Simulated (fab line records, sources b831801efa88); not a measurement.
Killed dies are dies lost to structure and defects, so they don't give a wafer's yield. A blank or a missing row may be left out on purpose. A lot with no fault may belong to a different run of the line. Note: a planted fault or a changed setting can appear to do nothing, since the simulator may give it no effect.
Struck lot and sound lot, side by side    flow sky130    15 steps out of a route of 708
Sound: these wafers, L294.1, L294.2, L294.5. Wafers L280.1, L280.2, L280.3 were the ones struck. The cause comes at the end.
Per side, at each step with rows, come the tool, then ch with its chambers, and then its first start. Under that, the readings that differ: sound wafers    struck wafers    difference of the means    sigmas: that difference in standard deviations of wafers without a fault.
alike: words and numbers the same on both sides, and readings whose means are apart by under 2 such deviations; not compared: readings that were withheld, readings missing a value for some wafer, numbers with overlapping values and no deviation given by the record, and bounds like >300 which may hide the same value.
Wherever a step has rows on one side only, a row that says differs or no value, or a row with sigmas, the two part there. Numbers that don't overlap but have no deviation are shown without sigmas and don't part them. A reading missing from all wafers of one side parts the sides only when that side holds two or more wafers.

first, 5 steps without rows for these wafers: SKY_SONOS_TUNNEL_COAT_02 (resist thk 1140 nm); SKY_SONOS_TUNNEL_SOFTBAKE_03 (time 60 s); SKY_SONOS_TUNNEL_EXPOSE_04 (exposes mask TUNM, target cd 410 nm); SKY_SONOS_TUNNEL_PEB_05; SKY_SONOS_TUNNEL_DEVELOP_06 (develop time 60 s).
SKY_SONOS_TUNNEL_CD_MEAS_07 targets a cd of 410 nm.
  struck on cd-sem-01, day 13 06:59; sound on cd-sem-02, day 18 10:13
reading     sound              struck             difference  sigmas
cd-nm (nm)  407.1 406.0 406.9  412.6 412.2 411.3  +5.4        +2
SKY_SONOS_TUNNEL_OVL_MEAS_08:
  struck on overlay-02, day 13 07:06; sound on overlay-02, day 18 10:20
  alike: SONOS_TUNNEL_OVL
then, 3 steps without rows for these wafers: SKY_SONOS_TUNNEL_IMPLANT_09; SKY_SONOS_TUNNEL_WET_ETCH_10 (etches SiO2 in dHF, target depth 14 nm, time 280 s); SKY_SONOS_TUNNEL_STRIP_11 (strips in SPM, time 600 s).
SKY_SONOS_TUNNEL_TW_MEAS_12:
  struck on film-metro-01, day 13 07:38; sound on film-metro-01, day 18 10:47
  alike: SONOS_TUNNEL_TW
then, 1 step without rows for these wafers: SKY_SONOS_TUNNEL_CLEAN_13 (cleans in dHF, time 20 s).
SKY_SONOS_ONO_OXIDATION_00: stabilise 600 s, purge 300 s, target thk 2.6 nm.
  sound on furnace-02 ch 0, day 18 11:08; struck on furnace-02 ch 0, day 13 09:31
reading                                           sound                 struck                difference  sigmas
spike-tc-centre-C (C)                             801.0 802.8 801.7     807.1 804.8 806.2     +4.2        +4
spike-tc-top-C (C)                                814.4 815.3 815.2     821.1 819.9 820.7     +5.6        +4
spike-tc-upper-C (C)                              801.6 799.4 800.8     804.8 803.8 804.2     +3.7        +4
tube-center-temp-C (C)                            800.08 800.04 800.06  805.04 805.04 804.87  +4.92       +64
tube_center_temp_C_max                            802.3 802.5 802.8     807.1 807.2 806.7     +4.5        +12
model.SiO2_of_SONOS_ONO_OXIDATION_00.thk-nm (nm)  2.644 2.652 2.652     2.835 2.883 2.884     +0.218      
  alike: ramp-up-c-per-min, spike-tc-lower-C
SKY_SONOS_ONO_THK_MEAS_01:
  struck on film-metro-04, day 13 11:05; sound on film-metro-04, day 18 12:29
reading                       sound           struck          difference  sigmas
SONOS_ONO_OXIDATION_THK (nm)  2.63 2.65 2.64  2.88 2.84 2.82  +0.21       +4
  not compared: hold
-- here the record skips 35 days between the struck wafers' starts before and after, leaving off in module SONOS_ONO and picking up in module PAD_OPEN (first step shown: number 708 of the route) --
SKY_PAD_OPEN_PROBE_99:
  struck on prober-02, day 48 05:47; sound on prober-01, day 50 20:50
reading                            sound                 struck                difference  sigmas
model.etest.sonos-erased.vt-v (V)  -2.242 -2.212 -2.252  -2.139 -2.033 -2.049  +0.162      
  alike: killed_at_M0_to_M3, killed_at_M4_up, killed-at-contacts, killed-at-front-end, killed-at-other, killed-dies, killed-open, killed-short

## WHERE THEY PART
Last at SKY_SONOS_ONO_THK_MEAS_01 as far as this record goes, first at SKY_SONOS_TUNNEL_CD_MEAS_07. Later steps at which nothing parts them and some readings are alike: SKY_PAD_OPEN_PROBE_99.

WHY: whatever the simulator had introduced
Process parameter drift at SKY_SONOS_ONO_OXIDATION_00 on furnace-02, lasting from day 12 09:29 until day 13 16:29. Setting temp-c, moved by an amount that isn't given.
